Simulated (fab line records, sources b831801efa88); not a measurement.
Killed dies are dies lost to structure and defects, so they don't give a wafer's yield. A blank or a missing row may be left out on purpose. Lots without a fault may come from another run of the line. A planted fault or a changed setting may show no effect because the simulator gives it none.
A struck lot beside a sound one | flow sky130 | 41 steps out of a route of 708
Sound: wafers L888.3, L888.4, L888.6. Struck: wafers L904.2, L904.4, L904.5. The cause comes at the end.
At each step with rows: each side's tool, then ch and its chambers, then its first start. Under that, the readings that differ: sound wafers | struck wafers | difference of the means | sigmas: that difference in standard deviations of wafers without a fault.
alike: readings whose means differ by less than 2 such deviations, and words and numbers that are the same on both sides. not compared: withheld readings, readings that some wafer has no value for, bounds like >300 that may hide the same value, and numbers for which the record gives no deviation and whose values overlap.
The two part at a step that has a row with sigmas, a row that says differs or no value, or rows on one side only. Numbers that don't overlap but have no deviation are shown without sigmas and don't part them. A reading that every wafer of one side lacks parts them only if that side has two wafers or more.

first, 7 steps without rows for these wafers: SKY_METAL5_DEHYDRATE_07 (time 60 s); SKY_METAL5_HMDS_08 (prime time 60 s); SKY_METAL5_COAT_09 (resist thk 1800 nm); SKY_METAL5_SOFTBAKE_10 (time 60 s); SKY_METAL5_EXPOSE_11 (exposes mask MM5, target cd 1600 nm); SKY_METAL5_PEB_12; SKY_METAL5_DEVELOP_13 (develop time 60 s).
SKY_METAL5_DESCUM_14: chemistry O2, time 11 s.
  sound on rie_metal-04 ch 0,1, day 43 15:23; struck on rie_metal-04 ch 0,1, day 49 01:41
  alike: drypump_motor_current_A, oes_product_au
  not compared: rf_hours_counter_h
then, 4 steps without rows for these wafers: SKY_METAL5_METAL_ETCH_15 (etches the open film in Cl2/BCl3, stops on SiO2, target depth 1260 nm, time 252 s); SKY_METAL5_STRIP_16 (strips in O2/N2); SKY_METAL5_STRIP_17 (strips in post etch residue remover, time 1200 s); SKY_METAL5_CLEAN_18 (cleans in IPA, time 180 s).
SKY_METAL5_CLEAN_19: cleans in O3/DIW.
  sound on wet_bench-04 ch 2, day 43 16:11; struck on wet_bench-04 ch 3, day 49 02:28
SKY_PASSIVATION_CVD_00: deposits SiO2, target thk 90 nm.
  sound on pecvd-02 ch 0,1, day 43 16:17; struck on pecvd-02 ch 0,2, day 49 02:34
  alike: heater_power_w
SKY_PASSIVATION_THK_MEAS_01:
  sound on film_metro-02, day 43 16:19; struck on film_metro-04, day 49 02:35
  alike: PASSIVATION_CVD_00_THK
SKY_PASSIVATION_CVD_02: deposits Si3N4, target thk 540 nm.
  sound on pecvd-03 ch 0,1,2, day 43 16:22; struck on pecvd-03 ch 0,1, day 49 02:38
  alike: heater_power_w
SKY_PASSIVATION_THK_MEAS_03:
  sound on film_metro-04, day 43 16:36; struck on film_metro-04, day 49 02:52
  alike: PASSIVATION_CVD_02_THK
then, 16 steps without rows for these wafers: SKY_PASSIVATION_DEHYDRATE_04 (time 60 s); SKY_PASSIVATION_HMDS_05 (prime time 60 s); SKY_PASSIVATION_COAT_06 (resist thk 3000 nm); SKY_PASSIVATION_SOFTBAKE_07; SKY_PASSIVATION_EXPOSE_08 (exposes mask NSM, target cd 3000 nm); SKY_PASSIVATION_PEB_09; SKY_PASSIVATION_DEVELOP_10 (develop time 60 s); SKY_PASSIVATION_ETCH_11 (etches the open film in CF4/O2, stops on AlCu, target depth 725 nm, time 161.1 s); SKY_PASSIVATION_STRIP_12 (strips in O2/N2); SKY_PAD_OPEN_DEHYDRATE_00 (time 60 s); SKY_PAD_OPEN_HMDS_01 (prime time 60 s); SKY_PAD_OPEN_COAT_02 (resist thk 2984 nm); SKY_PAD_OPEN_SOFTBAKE_03; SKY_PAD_OPEN_EXPOSE_04 (exposes mask PDM, target cd 60000 nm); SKY_PAD_OPEN_PEB_05; SKY_PAD_OPEN_DEVELOP_06 (develop time 60 s).
SKY_PAD_OPEN_ETCH_07: etches the open film in CF4/O2, stops on AlCu, target depth 725 nm, time 161.1 s.
  sound on rie_diel-01 ch 1,2,3, day 45 12:55; struck on rie_diel-01 ch 0,2, day 50 12:10
  alike: cf4_flow_sccm, drypump_motor_current_A, oes_product_au, throttle_valve_pct
  not compared: rf_hours_counter_h
SKY_PAD_OPEN_STRIP_08: strips in O2/N2.
  sound on plasma_asher-01 ch 0,1, day 45 13:04; struck on plasma_asher-01 ch 0,1, day 50 12:16
  alike: drypump_motor_current_A, oes_product_au, strip_time_to_endpoint_s
  not compared: rf_hours_counter_h
then, 4 steps without rows for these wafers: SKY_PAD_OPEN_STRIP_09 (strips in post etch residue remover, time 1200 s); SKY_PAD_OPEN_CLEAN_10 (cleans in IPA, time 180 s); SKY_PAD_OPEN_CLEAN_11 (cleans in O3/DIW); SKY_PAD_OPEN_ANNEAL_12.
SKY_PAD_OPEN_BOW_MEAS_13:
  sound on film_metro-01, day 45 15:09; struck on film_metro-04, day 50 14:26
  alike: PAD_OPEN_BOW
SKY_PAD_OPEN_PROBE_99:
  sound on prober-02, day 45 15:20; struck on prober-02, day 50 14:35
  reading                               | sound               | struck            | difference | sigmas
  defect_limited_yield (%)              | 86.4 81.7 82.3      | 74.0 73.6 74.6    | -9.4       | -6
  killed_at_M4_up                       | 3 1 5               | 45 45 43          | +41        | +24
  killed_dies                           | 67 90 87            | 128 130 125       | +46        | +6
  sort_bin_3_pad_short (%)              | 0.8 0.6 0.4         | 1.6 2.4 2.4       | +1.5       | +3
  sort_bin_5_function (%)               | 6.7 10.4 10.8       | 18.3 16.7 15.9    | +7.7       | +6
  sort_n_pass                           | 425 402 405         | 364 362 367       | -46        | -6
  sort_yield_pct (%)                    | 86.4 81.7 82.3      | 74.0 73.6 74.6    | -9.4       | -6
  model.etest.tester.sort_n_pass        | 425 402 405         | 364 362 367       | -46        |
  model.etest.tester.sort_yield_pct (%) | 86.38 81.71 82.32   | 73.98 73.58 74.59 | -9.42      |
  model.etest.tester.sort_bin_5_pct (%) | 6.707 10.37 10.77   | 18.29 16.67 15.85 | +7.65      |
  model.etest.tester.sort_bin_3_pct (%) | 0.813 0.6098 0.4065 | 1.626 2.439 2.439 | +1.558     |
  alike: killed_at_M0_to_M3, killed_at_contacts, killed_at_front_end, killed_at_other, killed_on_rim, killed_open, killed_short, sort_bin_6_memory

WHERE THEY PART
Only at SKY_PAD_OPEN_PROBE_99, within this record.

WHY: what the simulator had put in
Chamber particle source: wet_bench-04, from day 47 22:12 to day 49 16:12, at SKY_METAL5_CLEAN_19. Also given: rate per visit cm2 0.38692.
